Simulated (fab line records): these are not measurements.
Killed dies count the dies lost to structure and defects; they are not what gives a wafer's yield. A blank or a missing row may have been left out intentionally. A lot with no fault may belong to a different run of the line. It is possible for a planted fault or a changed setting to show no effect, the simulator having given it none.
The same fault as seen by 2 desks :: flow gf180mcu :: each desk has only its own numbers; what lay behind them comes last

FROM THE METROLOGY DESK
What the gauges read, lot by lot, whatever tool the lot ran on: means of the sampled wafers that have a number. If a lot's mean is further than 4 standard deviations from the usual mean, the lot is out of limits and carries the mark OUT (the distance appears in the brackets).
Columns: A = DUAL_GATE_OXIDATION_00_THK at GF_DUAL_GATE_THK_MEAS_03, usual 10.85 nm; B = DUAL_GATE_OVL at GF_DUAL_GATE_OVL_MEAS_11, usual -1.0 nm
lot: L678
first seen here: day 8 11:19
A: 10.80
B: -0.8

lot: L683
first seen here: day 9 13:49
A: 10.46
B: -0.1

lot: L694
first seen here: day 12 15:59
A: 10.82
B: -3.1

lot: L695
first seen here: day 13 01:54
A: 10.74
B: -0.7

lot: L697
first seen here: day 13 15:01
A: 10.97
B: 0.2

lot: L698
first seen here: day 13 21:58
A: 10.99
B: -0.4
Finding of this desk: none of the 6 lots has anything out of limits.

FOR THE TOOL OWNER'S DESK: furnace-01
The tool's own readings at GF_DUAL_GATE_OXIDATION_15 (stabilise 600 s, purge 300 s, target thk 7.098 nm): means of the sampled wafers that have a number, for each lot that ran on this tool. If a lot's mean is further than 4 standard deviations from the usual mean, the lot is out of limits and carries the mark OUT (the distance appears in the brackets). It has 8 readings, of which 7 appear: the earliest out of limits, and the ones furthest out on some lot.
Columns: A = spike_tc_bottom_C at GF_DUAL_GATE_OXIDATION_15, usual 866.3 C; B = spike_tc_centre_C at GF_DUAL_GATE_OXIDATION_15, usual 851.4 C; C = spike_tc_lower_C at GF_DUAL_GATE_OXIDATION_15, usual 849.7 C; D = spike_tc_top_C at GF_DUAL_GATE_OXIDATION_15, usual 863.2 C; E = spike_tc_upper_C at GF_DUAL_GATE_OXIDATION_15, usual 849.1 C; F = tube_center_temp_C at GF_DUAL_GATE_OXIDATION_15, usual 850.01 C; G = tube_center_temp_C_max at GF_DUAL_GATE_OXIDATION_15, usual 852.3
lot: L683
first seen here: day 10 08:58
A: 865.0
B: 851.0
C: 848.3
D: 863.8
E: 849.4
F: 850.00
G: 852.2

lot: L694
first seen here: day 13 11:50
A: 884.9 (+19) OUT
B: 870.9 (+20) OUT
C: 867.7 (+16) OUT
D: 882.6 (+19) OUT
E: 866.8 (+13) OUT
F: 868.95 (+99 or more) OUT
G: 871.0 (+48) OUT

lot: L695
first seen here: day 13 23:38
A: 884.2 (+18) OUT
B: 869.8 (+18) OUT
C: 868.8 (+17) OUT
D: 881.9 (+19) OUT
E: 867.6 (+13) OUT
F: 868.93 (+99 or more) OUT
G: 871.2 (+48) OUT
This desk's verdict: out of limits on L694, L695, starting with L694 at day 13 11:50 (spike_tc_bottom_C at GF_DUAL_GATE_OXIDATION_15). L683: within limits.

TAKEN TOGETHER
An alarm could have come from the tool owner's desk at day 13 11:50, on L694, L695.
The metrology desk saw nothing out of limits.
The metrology desk holds a record of L694, L695, inside its limits.
Of the lots named, all ran GF_DUAL_GATE_OXIDATION_15 on furnace-01.

WHAT THE SIMULATOR PUT IN
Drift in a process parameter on furnace-01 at GF_DUAL_GATE_OXIDATION_15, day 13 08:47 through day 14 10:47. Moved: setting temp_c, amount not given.
Shown lots that were struck: L694, L695.
Time in hours from fault onset to the first out-of-limits reading at each desk: the tool owner's desk, 3.
